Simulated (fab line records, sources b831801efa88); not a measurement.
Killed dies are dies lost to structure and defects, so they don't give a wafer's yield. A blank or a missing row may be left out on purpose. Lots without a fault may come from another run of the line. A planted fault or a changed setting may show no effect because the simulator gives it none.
Chamber matching | flow sky130 | SKY_VIA2_ETCH_15 on rie_diel-01: 4 sister chambers
The step etches SiO2 in C4F8/O2/Ar, stops on TiN, target depth 546 nm, time 84 s. 14 wafers are shown with their chamber, then 7 later ones without.

WAFERS WITH THEIR CHAMBER
wafer  | chamber | rf_fwd_power_W (W) | oes_product_au (a.u.) | chamber_pressure_mTorr (mTorr)
L077.1 | 1       | 1488               | 0.941                 | 39.91
L077.4 | 2       | 1497               | 0.944                 | 39.97
L077.6 | 3       | 1493               | 0.938                 | 40.03
L078.3 | 1       | 1484               | 0.944                 | 39.98
L078.5 | 1       | 1482               | 0.949                 | 40.02
L078.6 | 0       | 1488               | 0.938                 | 39.94
L079.1 | 2       | 1496               | 0.941                 | 40.04
L079.4 | 3       | 1498               | 0.937                 | 39.96
L079.6 | 1       | 1490               | 0.939                 | 40.09
L083.1 | 1       | 1481               | 0.933                 | 39.99
L083.3 | 0       | 1486               | 0.936                 | 40.05
L083.5 | 2       | 1493               | 0.931                 | 40.02
L090.1 | 3       | 1494               | 0.937                 | 40.00
L090.5 | 2       | 1497               | 0.940                 | 39.95

SIGNATURES (means of the wafers above)
reading                | chamber 0 | chamber 1 | chamber 2 | chamber 3 | scatter within a chamber
rf_fwd_power_W         | 1487.00   | 1485.00   | 1495.75   | 1495.00   | 2.95
oes_product_au         | 0.93700   | 0.94120   | 0.93900   | 0.93733   | 0.00487
chamber_pressure_mTorr | 39.9950   | 39.9980   | 39.9950   | 39.9967   | 0.0556
Rule: a wafer's distance from a chamber is the root of the sum, over the readings, of the square of ((its reading less the chamber's mean) divided by the reading's scatter). The wafer belongs to the nearest chamber; if the next one is less than 2 further off, it can't be placed. The scatter: the root of (the sum of the squares of (reading less its chamber's mean) over the shown wafers, divided by (wafers less chambers)).

WAFERS WITHOUT THEIR CHAMBER
wafer  | rf_fwd_power_W (W) | oes_product_au (a.u.) | chamber_pressure_mTorr (mTorr)
L090.6 | 1493               | 0.945                 | 39.97
L091.2 | 1492               | 0.934                 | 39.99
L091.4 | 1491               | 0.939                 | 39.92
L091.6 | 1490               | 0.942                 | 40.04
L094.3 | 1482               | 0.941                 | 40.03
L094.4 | 1490               | 0.938                 | 39.98
L094.5 | 1483               | 0.939                 | 39.99

WHICH CHAMBER EACH WENT THROUGH
wafer  | from the rows above               | in truth
L090.6 | can't be placed: 2 or 3 or 0 or 1 | 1
L091.2 | can't be placed: 3 or 2 or 0 or 1 | 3
L091.4 | can't be placed: 0 or 3 or 2 or 1 | 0
L091.6 | can't be placed: 0 or 1 or 3 or 2 | 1
L094.3 | can't be placed: 1 or 0           | 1
L094.4 | can't be placed: 0 or 3 or 1 or 2 | 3
L094.5 | can't be placed: 1 or 0           | 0
Placed correctly: 0 of 7. Can't be placed from these rows: 7 (the true chamber is among the candidates in 7). Placed wrongly: 0.
